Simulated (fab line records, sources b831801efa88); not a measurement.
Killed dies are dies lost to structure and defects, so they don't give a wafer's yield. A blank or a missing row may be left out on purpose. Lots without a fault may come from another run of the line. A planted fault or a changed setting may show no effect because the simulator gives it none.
Which tool did it? | flow sky130 | 6 lots, 17 wafers sampled, at 2 steps of a route of 708

WHAT THE GAUGES READ, wafer by wafer
SKY_CONTACT_CD_MEAS_14: target cd 170 nm.
lot  | measured     | on        | cd_nm (nm)
L217 | day 31 11:31 | cd_sem-02 | 169.6 170.1 169.8
L219 | day 32 15:16 | cd_sem-01 | 171.2 172.8 172.1
L221 | day 33 01:32 | cd_sem-02 | 171.3 173.2 172.8
L223 | day 33 21:17 | cd_sem-01 | 168.3 128.0
L233 | day 37 00:27 | cd_sem-01 | 168.3 167.9 168.4
L237 | day 38 07:28 | cd_sem-02 | 168.0 168.8 168.1

WHICH TOOL RAN EACH LOT (tool, then ch and the chambers of the sampled wafers, then the start)
lot  | SKY_CONTACT_EXPOSE_11
L217 | krf_scanner-02 ch 0, day 30 21:41
L219 | krf_scanner-01 ch 0, day 32 01:51
L221 | krf_scanner-02 ch 0, day 32 12:33
L223 | krf_scanner-02 ch 0, day 33 08:20
L233 | krf_scanner-01 ch 0, day 36 11:46
L237 | krf_scanner-02 ch 0, day 37 19:15
- SKY_CONTACT_EXPOSE_11: exposes mask CTM1, target cd 170 nm.

THE ANSWER, worked out from the rows above alone
Rule: what is usual is taken from the lots themselves. Put in order of their means at a reading, lots are off if they are a third of the lots or fewer, leave a main group of 4 or more, and stand apart from it by a gap of 3 or more times the standard deviation of the main group's means; of several such gaps the widest counts. A main group whose means are all the same, to the digits that the tables above print for the reading, isn't used. A lot without any number at a reading at which 4 lots or more have one is off too. The other lots that the step has rows for count as sound.
Off: L223, at SKY_CONTACT_CD_MEAS_14 (cd_nm). The main group: mean 170.2 nm, standard deviation 1.8.
A tool fits if, at a process step before that reading, it ran every lot that is off, and no sound lot after the first of them. The gauges at SKY_CONTACT_CD_MEAS_14 are tried like those tools. None of those tried fits.

WHAT THE SIMULATOR HAD PUT IN
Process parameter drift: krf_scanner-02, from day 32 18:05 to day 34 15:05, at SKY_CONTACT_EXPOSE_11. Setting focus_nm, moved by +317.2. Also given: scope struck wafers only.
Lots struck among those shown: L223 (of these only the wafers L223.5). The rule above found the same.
